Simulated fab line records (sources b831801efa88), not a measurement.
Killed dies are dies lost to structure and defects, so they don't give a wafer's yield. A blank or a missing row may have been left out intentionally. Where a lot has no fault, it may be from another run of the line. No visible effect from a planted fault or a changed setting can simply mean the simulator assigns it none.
Tool commonality check + flow sky130 + 14 lots, 42 wafers sampled

WHAT PROMPTED THE OPENING
SKY_METAL5_THK_MEAS_06, reading METAL5_ALCU_THK: flagged on 2 of 14 lots. Fault-free wafers read 1144 nm, with a standard deviation of 12.
Rule: a lot is flagged in two cases, either no wafer of it has a number, or all its wafers with numbers fall more than 4 standard deviations from that mean. The rest of the lots are taken to be sound.

| lot  | measured     | on            | METAL5_ALCU_THK (nm), wafer by wafer | flag    |
|------|--------------|---------------|--------------------------------------|---------|
| L580 | day 43 03:45 | film metro-01 | 1139 1142 1152                       |         |
| L581 | day 43 14:55 | film metro-02 | 1128 1149 1143                       |         |
| L583 | day 44 07:13 | film metro-02 | 1153 1142 1160                       |         |
| L589 | day 45 14:35 | film metro-01 | 1336 1324 1339                       | FLAGGED |
| L590 | day 46 01:10 | film metro-04 | 1374 1378 1390                       | FLAGGED |
| L591 | day 46 03:43 | film metro-04 | 1136 1137 1128                       |         |
| L592 | day 46 12:43 | film metro-01 | 1133 1132 1136                       |         |
| L593 | day 47 02:31 | film metro-04 | 1138 1142 1140                       |         |
| L595 | day 47 08:42 | film metro-04 | 1144 1148 1146                       |         |
| L594 | day 47 10:26 | film metro-02 | 1135 1148 1147                       |         |
| L596 | day 47 22:47 | film metro-02 | 1111 1128 1118                       |         |
| L599 | day 48 07:35 | film metro-01 | 1165 1142 1164                       |         |
| L600 | day 48 10:35 | film metro-02 | 1133 1129 1132                       |         |
| L601 | day 48 14:43 | film metro-02 | 1152 1130 1147                       |         |
The numbers of the flagged lots are 1357 nm on average: +213 nm against the usual, or +18 standard deviations.

LOT BY LOT: THE TOOL USED
Before the reading, the record contains 2 process steps out of a 708-step route. Every cell lists first the tool, next ch and the chambers used by the sampled wafers, and last the start.
| lot  | flag    | SKY_VIA2_SPUTTER_20          | SKY_METAL5_SPUTTER_04        |
|------|---------|------------------------------|------------------------------|
| L580 |         | pvd sputter-03, day 36 13:45 | pvd sputter-01, day 43 03:35 |
| L581 |         | pvd sputter-03, day 37 01:25 | pvd sputter-01, day 43 14:44 |
| L583 |         | pvd sputter-03, day 37 22:49 | pvd sputter-04, day 44 07:03 |
| L589 | FLAGGED | pvd sputter-01, day 39 11:26 | pvd sputter-01, day 45 14:25 |
| L590 | FLAGGED | pvd sputter-02, day 39 21:41 | pvd sputter-01, day 46 01:00 |
| L591 |         | pvd sputter-03, day 40 03:55 | pvd sputter-03, day 46 03:32 |
| L592 |         | pvd sputter-01, day 40 13:49 | pvd sputter-01, day 46 12:32 |
| L593 |         | pvd sputter-01, day 41 04:55 | pvd sputter-03, day 47 02:20 |
| L595 |         | pvd sputter-03, day 41 10:52 | pvd sputter-03, day 47 08:32 |
| L594 |         | pvd sputter-02, day 41 13:46 | pvd sputter-01, day 47 10:14 |
| L596 |         | pvd sputter-02, day 42 04:19 | pvd sputter-01, day 47 22:36 |
| L599 |         | pvd sputter-01, day 42 14:50 | pvd sputter-03, day 48 07:25 |
| L600 |         | pvd sputter-02, day 42 18:38 | pvd sputter-03, day 48 10:25 |
| L601 |         | pvd sputter-02, day 42 23:16 | pvd sputter-01, day 48 14:32 |
What these steps do:
- SKY_VIA2_SPUTTER_20: material TiN, target thk 20 nm, time 80 s.
- SKY_METAL5_SPUTTER_04: material TiN, target thk 70 nm, time 58.3 s.
- SKY_METAL5_THK_MEAS_06: measures by xrf.

FLAGGED AGAINST TOTAL, ONE TOOL AT A TIME (gauges that did the reading follow at the end)
| step                   | tool           | lots run | flagged | share of the flagged lots | sound lots run after its first flagged lot |
|------------------------|----------------|----------|---------|---------------------------|--------------------------------------------|
| SKY_VIA2_SPUTTER_20    | pvd sputter-01 | 4        | 1       | some                      | 3 (L592,L593,L599)                         |
| SKY_VIA2_SPUTTER_20    | pvd sputter-02 | 5        | 1       | some                      | 4 (L594,L596,L600,L601)                    |
| SKY_VIA2_SPUTTER_20    | pvd sputter-03 | 5        | 0       | none                      | -                                          |
| SKY_METAL5_SPUTTER_04  | pvd sputter-01 | 8        | 2       | all                       | 4 (L592,L594,L596,L601)                    |
| SKY_METAL5_SPUTTER_04  | pvd sputter-03 | 5        | 0       | none                      | -                                          |
| SKY_METAL5_SPUTTER_04  | pvd sputter-04 | 1        | 0       | none                      | -                                          |
| SKY_METAL5_THK_MEAS_06 | film metro-01  | 4        | 1       | some                      | 2 (L592,L599)                              |
| SKY_METAL5_THK_MEAS_06 | film metro-02  | 6        | 0       | none                      | -                                          |
| SKY_METAL5_THK_MEAS_06 | film metro-04  | 4        | 1       | some                      | 3 (L591,L593,L595)                         |

WHAT IS ALLOWED BY THE TABLE
1 row of the table ran every flagged lot: pvd sputter-01 at SKY_METAL5_SPUTTER_04.
- pvd sputter-01 at SKY_METAL5_SPUTTER_04: 2 of its 8 lots flagged. After the first flagged lot (L592, L594, L596, L601), sound lots still ran on it; a lasting fault on the whole tool would not permit that. On the flagged lots its readings are blank where sound lots have values: cathode dc power W, chamber pressure pa, throttle valve pct.
There is no row in the table that ran each flagged lot and no sound lot after the first.

WHAT THE SIMULATOR HAD INSERTED
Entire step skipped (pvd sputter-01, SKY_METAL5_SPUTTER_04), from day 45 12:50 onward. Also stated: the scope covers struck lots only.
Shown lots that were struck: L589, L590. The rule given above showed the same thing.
